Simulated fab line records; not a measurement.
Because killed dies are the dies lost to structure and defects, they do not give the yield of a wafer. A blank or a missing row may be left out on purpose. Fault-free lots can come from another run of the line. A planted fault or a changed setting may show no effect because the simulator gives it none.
Chamber matching | flow gf180mcu | cmp-01 running GF_V4_CMP_26: 4 sister chambers
The step polishes, stops on SiO2, t overpolish 15 s, target thk 0 nm. 18 wafers are shown with their chamber, then 9 later ones without.

== WAFERS PAIRED WITH THEIR CHAMBERS ==
wafer  | chamber | motor-current-A (A) | time-to-endpoint-s (s) | overpolish-run-s (s)
L597.2 | 0       | 11.3                | 94                     | 15.000
L597.4 | 2       | 11.8                | 93                     | 15.000
L597.6 | 3       | 12.2                | 89                     | 15.004
L598.1 | 0       | 10.2                | 94                     | 15.003
L598.2 | 2       | 10.9                | 93                     | 15.003
L598.3 | 1       | 11.4                | 87                     | 14.990
L601.1 | 3       | 12.3                | 89                     | 14.994
L601.5 | 3       | 12.0                | 86                     | 15.012
L601.6 | 0       | 10.7                | 89                     | 15.011
L602.4 | 1       | 11.1                | 82                     | 14.991
L602.5 | 0       | 10.9                | 87                     | 14.996
L602.6 | 3       | 12.0                | 81                     | 14.991
L603.2 | 3       | 12.0                | 82                     | 15.014
L603.4 | 0       | 11.0                | 89                     | 14.988
L603.5 | 0       | 10.7                | 91                     | 15.007
L606.1 | 3       | 12.2                | 90                     | 14.992
L606.3 | 2       | 11.1                | 89                     | 14.986
L606.4 | 1       | 11.2                | 89                     | 14.995

SIGNATURES, as means of the wafers listed above
reading            | chamber 0 | chamber 1 | chamber 2 | chamber 3 | scatter within a chamber
motor-current-A    | 10.800    | 11.233    | 11.267    | 12.117    | 0.3
time-to-endpoint-s | 90.67     | 86.00     | 91.67     | 86.17     | 3.3
overpolish-run-s   | 15.00083  | 14.99200  | 14.99633  | 15.00117  | 0.00863
Rule: distance of a wafer from a chamber = root of the sum over the readings of ((wafer's reading minus chamber's mean) / reading's scatter) squared. The wafer belongs to the nearest chamber; if the next one is less than 2 further off, it can't be placed. The scatter: take each reading less its chamber's mean, square it, sum over the shown wafers, divide by the number of wafers less the number of chambers, and take the root.

== WAFERS WITH NO CHAMBER GIVEN ==
wafer  | motor-current-A (A) | time-to-endpoint-s (s) | overpolish-run-s (s)
L607.1 | 10.6                | 86                     | 15.015
L607.4 | 11.0                | 91                     | 14.997
L607.6 | 10.9                | 94                     | 15.001
L611.3 | 11.4                | 91                     | 14.985
L611.5 | 10.9                | 97                     | 14.997
L611.6 | 12.5                | 91                     | 14.990
L616.3 | 11.9                | 84                     | 15.002
L616.4 | 11.3                | 86                     | 14.999
L616.6 | 11.0                | 93                     | 15.010

== THE CHAMBER EACH PASSED THROUGH ==
wafer  | from the rows above               | in truth
L607.1 | can't be placed: 0 or 1 or 2      | 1
L607.4 | can't be placed: 0 or 2 or 1      | 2
L607.6 | can't be placed: 0 or 2 or 1      | 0
L611.3 | can't be placed: 2 or 1 or 0 or 3 | 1
L611.5 | can't be placed: 0 or 2 or 1      | 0
L611.6 | can't be placed: 3 or 2           | 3
L616.3 | can't be placed: 3 or 1           | 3
L616.4 | can't be placed: 1 or 2 or 0 or 3 | 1
L616.6 | can't be placed: 0 or 2 or 1      | 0
Correctly placed: 0 of 9. These rows do not allow placing 9 (true chamber among the candidates in 9). Wrongly placed: 0.
